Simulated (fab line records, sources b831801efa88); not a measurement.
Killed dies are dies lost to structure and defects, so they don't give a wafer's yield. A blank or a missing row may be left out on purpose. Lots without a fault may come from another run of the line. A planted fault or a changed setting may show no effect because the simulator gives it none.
fab line records | flow sky130
record lots=10 wafers=30 last_day=50
route steps=708 shown LDD_LDN@301 POLY_CUT@317 RES_XHIGH@339 SD_N@350 PAD_OPEN@708
lots that met no fault: from a run of the same line without faults
start_h: hours from the record's first day to the start of the lot's first wafer shown | wait_h: hours since the lot's step before | " the same as in the row above | L1.1+2: a row that stands for several wafers | - no value, or no start given | * or withheld: withheld | < > ~ a bound
route shown NAME@n: a module of which the file shows steps, and the number in the route of the first | usual: mean/standard deviation of fault-free wafers | same: alike in all rows | chamber/n: place in a boat | sites: the reading at each site | _std_site: their standard deviation | _edge_site: outer sites' mean less inner sites' | radius_mm: how far each site lies from the wafer's centre | mask NAME#n: copy n | behind: the tool/chamber that last shaped the wafer | hold: why the lot was held/for how many hours/how that ended | device: the transistor (n, p or np) that didn't switch | end of line: the same wafers' tests at the end of the route | a step without rows: its recipe alone | killed: dies lost to structure and defects at the first sort, not the wafer's yield | map: a wafer's dies, x killed, . not, _ none there
set.NAME: the setting as run; set.NAME@STEP: as run at that earlier step | model.NAME: the simulator's own value behind a step, which no gauge read
steps of the route over a sample of lots; a table a step, a row a wafer
services: from which hour (start_h, from the record's first day; less than 0 if before it) a tool's chamber was out of use, for how many hours, and why
## steps
# step SKY_LDD_LDN_STRIP_12
# recipe chemistry=O2/N2 power_w=1400 pressure_mtorr=1500 platen_temp_c=withheld o2_flow_sccm=3000 n2_flow_sccm=300 overash_fraction=0.5
# usual drypump_motor_current_A=5.8/0.46 oes_product_au=0.716/0.0047 strip_time_to_endpoint_s=14.19/0.041
# columns lot.wafer tool chamber start_h wait_h drypump_motor_current_A oes_product_au rf_hours_counter_h strip_time_to_endpoint_s
L620.2 plasma_asher-01 0 519.97 0.1 5.4 0.718 83 14.21
L620.3 " 1 " " 5.9 0.710 - 14.20
L620.5 " 1 " " 5.9 0.713 - 14.18
L622.1 plasma_asher-02 0 541.32 0.1 4.9 0.715 37 14.06
L622.5 " 1 " " 6.2 0.714 - 14.08
L622.6 " 0 " " 4.9 0.720 - 14.07
L623.2 plasma_asher-04 0 549.99 0.1 6.3 0.714 13 14.25
L623.5 " 1 " " 6.2 0.725 - 14.19
L623.6 " 0 " " 6.2 0.722 - 14.17
L625.1 plasma_asher-04 1 568.71 0.1 6.2 0.723 15 14.13
L625.2 " 0 " " 6.2 0.704 15 14.16
L625.6 " 1 " " 6.2 0.718 - 14.17
L630.1 plasma_asher-02 1 611.94 0.1 6.2 0.720 44 14.21
L630.2 " 0 " " 5.0 0.717 44 14.20
L630.5 " 0 " " 5.0 0.723 - 14.19
L632.1 plasma_asher-02 1 632.91 0.1 6.2 0.706 46 14.18
L632.2 " 0 " " 5.0 0.713 46 14.17
L632.6 " 0 " " 5.0 0.712 - 14.19
L633.2 plasma_asher-01 0 677.14 0.1 5.4 0.714 99 14.18
L633.3 " 1 " " 5.9 0.721 - 14.15
L633.5 " 0 " " 5.4 0.718 - 14.19
L638.4 plasma_asher-01 0 678.70 0.1 5.4 0.712 - 14.20
L638.5 " 1 " " 5.9 0.721 - 14.19
L638.6 " 0 " " 5.4 0.709 - 14.16
L640.1 plasma_asher-01 0 697.94 0.1 5.4 0.709 101 14.26
L640.3 " 0 " " 5.4 0.707 - 14.27
L640.6 " 0 " " 5.4 0.717 - 14.26
L643.1 plasma_asher-04 0 729.52 0.1 6.3 0.717 29 14.16
L643.2 " 1 " " 6.2 0.712 29 14.19
L643.5 " 0 " " 6.2 0.712 - 14.20
# step SKY_POLY_CUT_ETCH_10
# recipe chemistry=N2/H2 target=BARC ion_energy_ev=200 source_w=500 bias_w=100 pressure_mtorr=30 n2_flow_sccm=100 h2_flow_sccm=200 stop_on=SiO2 time_s=45.9 target_depth_a=600
# usual drypump_motor_current_A=5.8/0.51 oes_product_au=0.855/0.0049 rf_fwd_power_W=494.8/2.2 throttle_valve_pct=13.225/0.0089
# columns lot.wafer tool chamber start_h wait_h drypump_motor_current_A oes_product_au rf_fwd_power_W rf_hours_counter_h throttle_valve_pct
L620.2 rie_diel-02 0 552.29 0.0 5.6 0.854 495.0 15 13.229
L620.3 " 1 " " 5.0 0.859 495.2 25 13.242
L620.5 " 2 " " 5.2 0.860 497.0 - 13.222
L623.2 rie_diel-04 2 583.73 0.0 6.8 0.853 497.7 2 13.237
L623.5 " 2 " " 6.8 0.857 494.6 - 13.216
L623.6 " 3 " " 6.0 0.863 497.1 - 13.242
L622.1 rie_diel-04 0 584.32 0.0 5.9 0.848 496.5 52 13.217
L622.5 " 0 " " 5.9 0.849 493.9 - 13.223
L622.6 " 3 " " 6.0 0.850 494.6 - 13.227
L625.1 rie_diel-04 2 599.28 0.0 6.8 0.856 494.1 2 13.238
L625.2 " 1 " " 5.5 0.848 495.6 24 13.221
L625.6 " 1 " " 5.5 0.860 493.8 - 13.230
L630.1 rie_diel-04 3 644.09 0.0 6.0 0.856 498.8 2 13.233
L630.2 " 0 " " 5.9 0.854 494.1 53 13.242
L630.5 " 0 " " 5.9 0.846 495.4 - 13.234
L632.1 rie_diel-01 1 662.84 0.0 6.3 0.857 494.3 10 13.233
L632.2 " 0 " " 5.7 0.860 494.9 15 13.245
L632.6 " 0 " " 5.7 0.860 492.4 - 13.226
L633.2 rie_diel-01 2 708.53 0.0 6.2 0.852 497.6 6 13.222
L633.3 " 3 " " 6.1 0.860 489.8 8 13.214
L633.5 " 0 " " 5.7 0.857 491.6 - 13.212
L638.4 rie_diel-04 1 708.88 0.0 5.5 0.847 496.5 27 13.235
L638.5 " 2 " " 6.8 0.848 496.4 - 13.237
L638.6 " 3 " " 6.0 0.854 496.0 - 13.220
L640.1 rie_diel-02 3 727.08 0.0 5.3 0.853 499.0 5 13.230
L640.3 " 2 " " 5.3 0.851 495.4 5 13.223
L640.6 " 3 " " 5.3 0.856 496.9 - 13.235
L643.1 rie_diel-01 0 759.45 0.0 5.7 0.857 491.6 17 13.221
L643.2 " 2 " " 6.2 0.853 498.6 7 13.225
L643.5 " 2 " " 6.2 0.862 497.3 - 13.222
# step SKY_RES_XHIGH_IMPLANT_07
# recipe species=BF2 energy_kev=20 dose_cm2=3.6e+14 tilt_deg=0
# usual beam_energy_keV=20.000/0.0058
# columns lot.wafer tool chamber start_h wait_h beam_energy_keV
L620.2 implanter-04 0 610.95 0.1 20.005
L620.3 " 0 " " 19.999
L620.5 " 0 " " 19.992
L623.2 implanter-01 0 641.90 0.1 20.004
L623.5 " 0 " " 20.000
L623.6 " 0 " " 20.003
L622.1 implanter-04 0 642.35 0.1 19.993
L622.5 " 0 " " 19.999
L622.6 " 0 " " 19.998
L625.1 implanter-02 0 656.25 0.1 19.995
L625.2 " 0 " " 20.001
L625.6 " 0 " " 19.999
L630.1 implanter-04 0 701.83 0.1 20.001
L630.2 " 0 " " 20.003
L630.5 " 0 " " 20.007
L632.1 implanter-02 0 718.13 0.1 20.004
L632.2 " 0 " " 20.001
L632.6 " 0 " " 20.002
L633.2 implanter-01 0 764.28 0.1 19.999
L633.3 " 0 " " 20.008
L633.5 " 0 " " 19.997
L633.2 implanter-01 0 764.59 0.3 20.000
L633.3 " 0 " " 20.014
L633.5 " 0 " " 20.011
L638.4 implanter-04 0 765.15 0.1 19.990
L638.5 " 0 " " 19.988
L638.6 " 0 " " 19.990
L640.1 implanter-02 0 781.73 0.1 20.009
L640.3 " 0 " " 20.005
L640.6 " 0 " " 20.003
L640.1 implanter-02 0 782.05 0.3 19.993
L640.3 " 0 " " 20.006
L640.6 " 0 " " 20.001
L643.1 implanter-04 0 811.78 0.1 20.000
L643.2 " 0 " " 19.995
L643.5 " 0 " " 20.001
L643.1 implanter-04 0 812.10 0.3 20.004
L643.2 " 0 " " 19.998
L643.5 " 0 " " 20.000
# step SKY_RES_XHIGH_STRIP_08
# recipe chemistry=O2/N2 power_w=1400 pressure_mtorr=1500 platen_temp_c=withheld o2_flow_sccm=3000 n2_flow_sccm=300 overash_fraction=0.5
# usual drypump_motor_current_A=5.9/0.54 oes_product_au=0.712/0.0043 strip_time_to_endpoint_s=14.30/0.04
# columns lot.wafer tool chamber start_h wait_h drypump_motor_current_A oes_product_au rf_hours_counter_h strip_time_to_endpoint_s
L620.2 plasma_asher-03 0 611.08 0.1 6.5 0.709 79 14.36
L620.3 " 0 " " 6.5 0.712 - 14.34
L620.5 " 1 " " 5.9 0.711 - 14.30
L623.2 plasma_asher-01 1 642.03 0.1 5.9 0.706 96 14.27
L623.5 " 0 " " 5.4 0.716 - 14.29
L623.6 " 1 " " 5.9 0.713 - 14.30
L622.1 plasma_asher-03 0 642.50 0.1 6.5 0.712 83 14.29
L622.5 " 0 " " 6.5 0.707 - 14.24
L622.6 " 1 " " 5.9 0.715 - 14.25
L625.1 plasma_asher-02 1 656.40 0.1 6.2 0.705 49 14.31
L625.2 " 0 " " 5.0 0.709 49 14.30
L625.6 " 1 " " 6.2 0.721 - 14.24
L630.1 plasma_asher-02 1 701.98 0.1 6.2 0.714 53 14.26
L630.2 " 0 " " 5.0 0.713 53 14.26
L630.5 " 1 " " 6.1 0.709 - 14.25
L632.1 plasma_asher-03 0 718.28 0.1 6.5 0.716 90 14.34
L632.2 " 1 " " 5.9 0.714 90 14.37
L632.6 " 1 " " 5.9 0.711 - 14.36
L633.2 plasma_asher-03 0 764.72 0.1 6.5 0.690 95 15.11
L633.3 " 0 " " 6.4 0.692 - 15.12
L633.5 " 1 " " 5.9 0.691 - 15.16
L638.4 plasma_asher-02 0 765.26 0.1 5.0 0.707 - 14.29
L638.5 " 0 " " 5.0 0.709 - 14.33
L638.6 " 1 " " 6.2 0.714 - 14.32
L640.1 plasma_asher-01 0 782.20 0.1 5.4 0.688 3 15.06
L640.3 " 1 " " 5.9 0.686 - 15.10
L640.6 " 0 " " 5.4 0.685 - 15.07
L643.1 plasma_asher-03 1 812.25 0.1 5.9 0.684 100 15.03
L643.2 " 0 " " 6.5 0.677 100 15.03
L643.5 " 1 " " 5.9 0.687 - 15.04
# step SKY_RES_XHIGH_TW_MEAS_09
# usual RES_XHIGH_TW=1634/11
# columns lot.wafer tool chamber start_h wait_h RES_XHIGH_TW
L620.2 film_metro-04 - 611.19 0.1 1640
L620.3 " - " " 1643
L620.5 " - " " 1643
L623.2 film_metro-02 - 642.14 0.1 1636
L623.5 " - " " 1636
L623.6 " - " " 1635
L622.1 film_metro-02 - 642.60 0.1 1629
L622.5 " - " " 1640
L622.6 " - " " 1625
L625.1 film_metro-03 - 656.50 0.1 1616
L625.2 " - " " 1616
L625.6 " - " " 1616
L630.1 film_metro-02 - 702.08 0.1 1626
L630.2 " - " " 1625
L630.5 " - " " 1625
L632.1 film_metro-02 - 718.38 0.1 1628
L632.2 " - " " 1621
L632.6 " - " " 1623
L633.2 film_metro-04 - 764.83 0.1 2011
L633.3 " - " " 2016
L633.5 " - " " 2021
L638.4 film_metro-04 - 765.36 0.1 1640
L638.5 " - " " 1638
L638.6 " - " " 1641
L640.1 film_metro-02 - 782.30 0.1 1993
L640.3 " - " " 1991
L640.6 " - " " 1991
L643.1 film_metro-02 - 812.35 0.1 2004
L643.2 " - " " 1994
L643.5 " - " " 2005
# step SKY_SD_N_OVL_MEAS_08
# usual SD_N_OVL=0.9/1.4
# columns lot.wafer tool chamber start_h wait_h SD_N_OVL[nm]
L620.2 overlay-01 - 639.60 0.1 -0.4
L620.3 " - " " 0.4
L620.5 " - " " 1.8
L623.2 overlay-01 - 670.15 0.1 -0.7
L623.5 " - " " 0.1
L623.6 " - " " -0.8
L622.1 overlay-01 - 670.76 0.1 2.0
L622.5 " - " " 0.6
L622.6 " - " " -0.4
L625.1 overlay-01 - 684.76 0.1 0.7
L625.2 " - " " 3.3
L625.6 " - " " 2.8
L630.1 overlay-02 - 729.47 0.1 0.0
L630.2 " - " " 0.7
L630.5 " - " " 1.8
L632.1 overlay-02 - 745.80 0.1 2.3
L632.2 " - " " -0.9
L632.6 " - " " 1.1
L633.2 overlay-01 - 790.50 0.1 1.3
L633.3 " - " " -0.5
L633.5 " - " " 0.7
L638.4 overlay-02 - 792.13 0.1 0.7
L638.5 " - " " -1.2
L638.6 " - " " 0.1
L640.1 overlay-02 - 809.05 0.1 1.6
L640.3 " - " " 1.2
L640.6 " - " " 0.3
L643.1 overlay-01 - 838.86 0.1 2.2
L643.2 " - " " 2.7
L643.5 " - " " 2.1
# step SKY_SD_N_RS_MEAS_18
# recipe thk_meas_gauge=four-point-probe
# usual RES_XHIGH_RS=332.8/1.3
# columns lot.wafer tool chamber start_h wait_h RES_XHIGH_RS[ohm/sq]
L620.2 film_metro-04 - 640.58 0.1 334.6
L620.3 " - " " 333.0
L620.5 " - " " 334.2
L623.2 film_metro-04 - 671.13 0.1 333.0
L623.5 " - " " 333.0
L623.6 " - " " 333.3
L622.1 film_metro-03 - 671.75 0.1 333.5
L622.5 " - " " 332.9
L622.6 " - " " 332.7
L625.1 film_metro-04 - 685.72 0.1 333.7
L625.2 " - " " 332.1
L625.6 " - " " 333.0
L630.1 film_metro-02 - 730.43 0.1 332.3
L630.2 " - " " 332.8
L630.5 " - " " 331.8
L632.1 film_metro-02 - 746.76 0.1 332.2
L632.2 " - " " 333.3
L632.6 " - " " 331.2
L633.2 film_metro-04 - 791.48 0.1 203.7
L633.3 " - " " 203.5
L633.5 " - " " 203.6
L638.4 film_metro-04 - 793.18 0.1 332.4
L638.5 " - " " 333.1
L638.6 " - " " 333.3
L640.1 film_metro-02 - 810.16 0.1 204.0
L640.3 " - " " 203.7
L640.6 " - " " 203.7
L643.1 film_metro-02 - 839.88 0.1 203.6
L643.2 " - " " 203.9
L643.5 " - " " 203.5
# step SKY_PAD_OPEN_PROBE_99
# usual killed_at_M0_to_M3=43/6.8 killed_at_M4_up=3.2/1.7 killed_at_contacts=24/5.6 killed_at_front_end=15/4.7 killed_at_other=0.3/0.59 killed_dies=86/10 killed_open=47/6.8 killed_short=39/6.4
# same gross_dies=492 killed_at_back_side=0
# columns lot.wafer tool chamber start_h wait_h killed_at_M0_to_M3 killed_at_M4_up killed_at_contacts killed_at_front_end killed_at_other killed_dies killed_open killed_short
L620.2 prober-02 - 1068.17 0.1 43 6 24 15 0 88 52 35
L620.3 prober-02 - 1068.22 0.2 37 3 36 13 0 89 48 40
L620.5 prober-02 - 1068.32 0.2 58 3 22 17 1 101 56 45
L623.2 prober-02 - 1093.95 0.1 44 3 23 12 0 82 49 33
L623.5 prober-02 - 1094.10 0.2 48 7 40 15 0 110 70 40
L623.6 prober-02 - 1094.15 0.2 43 3 24 21 0 91 44 46
L622.1 prober-01 - 1096.90 0.1 36 3 27 12 0 78 41 37
L622.5 prober-01 - 1097.10 0.2 42 4 28 24 1 99 50 47
L622.6 prober-01 - 1097.15 0.2 49 1 25 15 0 90 44 46
L625.1 prober-01 - 1104.21 0.1 53 4 27 8 3 95 58 35
L625.2 prober-01 - 1104.26 0.1 39 3 30 13 1 86 49 36
L625.6 prober-01 - 1104.46 0.2 38 5 17 6 1 67 34 32
L630.1 prober-02 - 1135.69 0.1 49 2 28 12 0 91 50 41
L630.2 prober-02 - 1135.74 0.1 36 4 25 15 1 81 48 33
L630.5 prober-02 - 1135.89 0.2 40 0 31 18 0 89 46 42
L632.1 prober-02 - 1145.31 0.1 38 7 38 11 0 94 46 48
L632.2 prober-02 - 1145.36 0.1 37 5 23 10 0 75 48 27
L632.6 prober-02 - 1145.56 0.2 35 3 17 18 0 73 39 34
L633.2 prober-02 - 1178.71 0.1 52 6 23 19 0 100 54 45
L633.3 prober-02 - 1178.76 0.2 53 3 24 11 0 91 51 38
L633.5 prober-02 - 1178.86 0.2 40 2 19 20 0 81 47 33
L638.4 prober-02 - 1180.71 0.2 37 1 25 16 0 79 42 37
L638.5 prober-02 - 1180.76 0.2 45 1 24 11 0 81 41 40
L638.6 prober-02 - 1180.81 0.2 31 1 21 10 0 63 29 34
L640.1 prober-02 - 1187.59 0.1 52 3 13 15 0 83 51 32
L640.3 prober-02 - 1187.69 0.2 56 3 24 13 0 96 51 45
L640.6 prober-02 - 1187.84 0.2 39 4 29 25 0 97 47 49
L643.1 prober-01 - 1206.46 0.1 48 6 29 23 1 107 50 57
L643.2 prober-01 - 1206.51 0.1 43 7 13 19 0 82 50 32
L643.5 prober-01 - 1206.66 0.2 39 4 16 25 0 84 44 40
# killed by level:class
L620.2 VIA1:geometric_particle:open=12 VIA2:geometric_particle:open=8 LI_CONTACT:geometric_particle:open=7 CONTACT:geometric_particle:open=6 CONTACT:geometric_particle:short=5 METAL2:geometric_particle:short=5 VIA3:geometric_particle:open=5 METAL4:geometric_particle:short=5
L620.3 VIA1:geometric_particle:open=13 CONTACT:geometric_particle:open=12 LI_CONTACT:geometric_particle:open=8 CONTACT:geometric_particle:short=7 LOCAL_INTERCONNECT:geometric_particle:short=5 FIELD_ISO:geometric_particle:open=4 LI_CONTACT:geometric_particle:short=4 VIA3:geometric_particle:short=4
L620.5 VIA1:geometric_particle:open=11 VIA3:geometric_particle:open=8 CONTACT:geometric_particle:open=8 METAL2:geometric_particle:short=7 METAL1:geometric_particle:short=7 VIA2:geometric_particle:open=7 FIELD_ISO:geometric_particle:open=5 LI_CONTACT:geometric_particle:open=4
L623.2 CONTACT:geometric_particle:open=14 VIA3:geometric_particle:open=10 VIA1:geometric_particle:open=7 VIA2:geometric_particle:open=7 METAL1:geometric_particle:short=5 SPACER:geometric_particle:short=4 VIA1:geometric_particle:short=4 METAL2:geometric_particle:short=4
L623.5 LI_CONTACT:geometric_particle:open=14 VIA2:geometric_particle:open=13 CONTACT:geometric_particle:open=12 VIA1:geometric_particle:open=8 METAL1:geometric_particle:short=6 VIA3:geometric_particle:open=6 LI_CONTACT:geometric_particle:short=5 POLY_GATE:geometric_particle:short=4
L623.6 VIA2:geometric_particle:open=10 LI_CONTACT:geometric_particle:open=8 CONTACT:geometric_particle:open=8 POLY_GATE:geometric_particle:short=6 VIA1:geometric_particle:short=6 VIA1:geometric_particle:open=6 METAL2:geometric_particle:short=6 METAL1:geometric_particle:short=5
L622.1 LI_CONTACT:geometric_particle:open=12 CONTACT:geometric_particle:open=6 METAL2:geometric_particle:short=6 VIA1:geometric_particle:open=6 FIELD_ISO:geometric_particle:short=5 VIA2:geometric_particle:short=4 VIA2:geometric_particle:open=4 VIA3:geometric_particle:open=4
L622.5 VIA1:geometric_particle:open=11 VIA3:geometric_particle:open=8 CONTACT:geometric_particle:open=7 FIELD_ISO:geometric_particle:short=5 LI_CONTACT:geometric_particle:open=5 LI_CONTACT:geometric_particle:short=5 CONTACT:geometric_particle:short=5 POLY_GATE:geometric_particle:short=4
L622.6 LI_CONTACT:geometric_particle:open=10 VIA2:geometric_particle:open=9 METAL3:geometric_particle:short=7 VIA2:geometric_particle:short=6 CONTACT:geometric_particle:short=5 CONTACT:geometric_particle:open=5 VIA1:geometric_particle:open=5 METAL2:geometric_particle:short=5
L625.1 VIA1:geometric_particle:open=13 VIA2:geometric_particle:open=13 CONTACT:geometric_particle:open=8 LI_CONTACT:geometric_particle:open=7 VIA3:geometric_particle:open=6 VIA3:geometric_particle:short=6 METAL2:geometric_particle:short=5 LOCAL_INTERCONNECT:geometric_particle:short=5
L625.2 CONTACT:geometric_particle:open=14 VIA1:geometric_particle:open=9 METAL2:geometric_particle:short=6 LI_CONTACT:geometric_particle:open=5 METAL1:geometric_particle:short=5 VIA2:geometric_particle:open=5 VIA3:geometric_particle:open=5 LOCAL_INTERCONNECT:geometric_particle:short=4
L625.6 METAL2:geometric_particle:short=10 CONTACT:geometric_particle:open=8 VIA2:geometric_particle:open=6 VIA1:geometric_particle:open=6 LI_CONTACT:geometric_particle:open=5 VIA3:geometric_particle:short=4 METAL4:geometric_particle:short=4 POLY_GATE:geometric_particle:open=3
L630.1 CONTACT:geometric_particle:open=11 VIA1:geometric_particle:open=10 LI_CONTACT:geometric_particle:open=9 METAL1:geometric_particle:short=9 METAL2:geometric_particle:short=6 VIA2:geometric_particle:open=5 VIA3:geometric_particle:open=4 LI_CONTACT:geometric_particle:short=4
L630.2 VIA2:geometric_particle:open=7 POLY_GATE:geometric_particle:open=6 LI_CONTACT:geometric_particle:open=6 VIA1:geometric_particle:open=6 VIA3:geometric_particle:open=5 CONTACT:geometric_particle:open=5 METAL1:geometric_particle:short=4 LI_CONTACT:geometric_particle:short=4
L630.5 CONTACT:geometric_particle:open=12 LI_CONTACT:geometric_particle:open=11 VIA1:geometric_particle:short=9 METAL1:geometric_particle:short=6 VIA2:geometric_particle:open=6 VIA3:geometric_particle:open=6 POLY_GATE:geometric_particle:short=5 SPACER:geometric_particle:short=4
L632.1 VIA1:geometric_particle:open=12 CONTACT:geometric_particle:open=12 LOCAL_INTERCONNECT:geometric_particle:short=10 CONTACT:geometric_particle:short=7 VIA3:geometric_particle:open=6 METAL2:geometric_particle:short=5 METAL4:geometric_particle:short=5 FIELD_ISO:geometric_particle:open=4
L632.2 VIA3:geometric_particle:open=9 LI_CONTACT:geometric_particle:open=8 CONTACT:geometric_particle:open=7 VIA1:geometric_particle:open=7 VIA2:geometric_particle:open=5 LOCAL_INTERCONNECT:geometric_particle:short=4 METAL4:geometric_particle:short=4 VIA3:geometric_particle:short=3
L632.6 FIELD_ISO:geometric_particle:short=6 CONTACT:geometric_particle:open=6 VIA2:geometric_particle:open=6 FIELD_ISO:geometric_particle:open=5 VIA1:geometric_particle:open=5 VIA3:geometric_particle:open=5 VIA1:geometric_particle:short=4 LI_CONTACT:geometric_particle:short=3
L633.2 CONTACT:geometric_particle:open=10 VIA1:geometric_particle:open=10 LI_CONTACT:geometric_particle:open=7 METAL1:geometric_particle:short=7 VIA2:geometric_particle:open=7 POLY_GATE:geometric_particle:open=6 VIA1:geometric_particle:short=6 METAL2:geometric_particle:short=6
L633.3 METAL2:geometric_particle:short=13 CONTACT:geometric_particle:open=10 LI_CONTACT:geometric_particle:open=8 METAL2:geometric_particle:open=7 VIA3:geometric_particle:open=7 VIA2:geometric_particle:open=6 CONTACT:geometric_particle:short=4 VIA1:geometric_particle:short=4
L633.5 CONTACT:geometric_particle:open=8 LI_CONTACT:geometric_particle:open=6 VIA1:geometric_particle:short=6 VIA2:geometric_particle:open=6 METAL2:geometric_particle:short=5 FIELD_ISO:geometric_particle:open=4 POLY_GATE:geometric_particle:open=4 METAL2:geometric_particle:open=4
L638.4 CONTACT:geometric_particle:open=10 LOCAL_INTERCONNECT:geometric_particle:short=6 VIA1:geometric_particle:open=6 VIA2:geometric_particle:open=6 VIA3:geometric_particle:open=6 METAL2:geometric_particle:short=5 FIELD_ISO:geometric_particle:short=4 POLY_GATE:geometric_particle:open=4
L638.5 METAL2:geometric_particle:short=10 VIA3:geometric_particle:open=9 CONTACT:geometric_particle:open=8 LI_CONTACT:geometric_particle:open=7 LOCAL_INTERCONNECT:geometric_particle:short=6 VIA1:geometric_particle:open=5 VIA1:geometric_particle:short=5 METAL1:geometric_particle:short=4
L638.6 METAL2:geometric_particle:short=11 LOCAL_INTERCONNECT:geometric_particle:short=7 CONTACT:geometric_particle:open=7 LI_CONTACT:geometric_particle:open=6 METAL1:geometric_particle:short=6 VIA3:geometric_particle:open=6 POLY_GATE:geometric_particle:open=3 VIA1:geometric_particle:short=3
L640.1 VIA1:geometric_particle:open=12 VIA2:geometric_particle:open=9 METAL2:geometric_particle:short=7 CONTACT:geometric_particle:open=7 VIA3:geometric_particle:open=6 VIA1:geometric_particle:short=5 FIELD_ISO:geometric_particle:open=4 POLY_GATE:geometric_particle:open=3
L640.3 VIA1:geometric_particle:open=11 METAL1:geometric_particle:short=10 LI_CONTACT:geometric_particle:open=9 CONTACT:geometric_particle:open=7 VIA3:geometric_particle:open=7 METAL2:geometric_particle:short=5 VIA2:geometric_particle:open=5 VIA3:geometric_particle:short=5
L640.6 VIA1:geometric_particle:open=11 CONTACT:geometric_particle:open=10 POLY_GATE:geometric_particle:short=8 METAL1:geometric_particle:short=8 LI_CONTACT:geometric_particle:open=7 FIELD_ISO:geometric_particle:open=6 LOCAL_INTERCONNECT:geometric_particle:short=6 POLY_GATE:geometric_particle:open=4
L643.1 VIA1:geometric_particle:open=11 CONTACT:geometric_particle:open=11 FIELD_ISO:geometric_particle:open=8 METAL2:geometric_particle:short=8 CONTACT:geometric_particle:short=8 LI_CONTACT:geometric_particle:open=6 VIA3:geometric_particle:short=6 METAL4:geometric_particle:short=6
L643.2 VIA1:geometric_particle:open=10 VIA3:geometric_particle:open=8 FIELD_ISO:geometric_particle:short=6 LI_CONTACT:geometric_particle:open=6 METAL2:geometric_particle:short=6 VIA2:geometric_particle:open=5 FIELD_ISO:geometric_particle:open=4 CONTACT:geometric_particle:short=4
L643.5 FIELD_ISO:geometric_particle:short=15 VIA1:geometric_particle:open=12 VIA3:geometric_particle:open=8 CONTACT:geometric_particle:open=7 FIELD_ISO:geometric_particle:open=6 METAL1:geometric_particle:short=5 METAL4:geometric_particle:short=3 LOCAL_INTERCONNECT:geometric_particle:short=3
## services
# columns tool chamber start_h hours kind
plasma_asher-01 - 505.72 2.1 repair
implanter-02 - 510.93 3.9 repair
rie_diel-04 0 518.57 6.5 repair
implanter-02 - 528.93 3.1 repair
plasma_asher-01 - 562.19 1.4 repair
plasma_asher-02 - 596.37 5.2 repair
implanter-04 - 599.70 2.5 repair
plasma_asher-01 - 608.70 2.4 repair
rie_diel-04 0 640.59 2.4 repair
rie_diel-04 - 642.12 0.4 repair
implanter-02 - 665.85 3.2 pm
implanter-04 - 713.16 3.1 pm
implanter-04 - 715.96 5.1 repair
plasma_asher-01 - 733.75 9.0 pm
implanter-02 - 739.92 1.1 repair
implanter-02 - 748.40 1.1 repair
implanter-02 - 763.64 2.4 pm
plasma_asher-01 - 765.25 1.5 repair
rie_diel-04 - 772.85 2.8 pm
rie_diel-04 2 775.69 1.5 repair
plasma_asher-02 - 788.03 0.9 repair
plasma_asher-01 - 805.35 11.7 repair
plasma_asher-01 - 805.63 1.6 repair
plasma_asher-01 - 812.21 0.4 repair
## key
first_sign step=SKY_RES_XHIGH_IMPLANT_07 reading=visit direction=added
effect step=SKY_RES_XHIGH_STRIP_08 reading=strip_time_to_endpoint_s direction=up sigmas=19 usual=* struck=*
effect step=SKY_RES_XHIGH_TW_MEAS_09 reading=RES_XHIGH_TW direction=up sigmas=34 usual=1634 struck=2003
effect step=SKY_SD_N_RS_MEAS_18 reading=RES_XHIGH_RS direction=down sigmas=99+ usual=332.8 struck=203.7
met_at SKY_RES_XHIGH_IMPLANT_07
struck_lots L633,L640,L643
tester_left_out L633,L640,L643
not_acting_at SKY_LDD_LDN_STRIP_12,SKY_POLY_CUT_ETCH_10,SKY_SD_N_OVL_MEAS_08
fault kind=repeated_step_whole tool=implanter-01,implanter-02,implanter-04 chamber=- onset_h=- steps=SKY_RES_XHIGH_IMPLANT_07 times=1 scope=struck_lots_only
# tester_left_out: of these lots the tester's yield and bins aren't shown, on N5 and GAA mostly nor the transistor test; their killed dies are dies lost to structure and defects alone, not to doping, threshold or leakage, so they don't give the yield
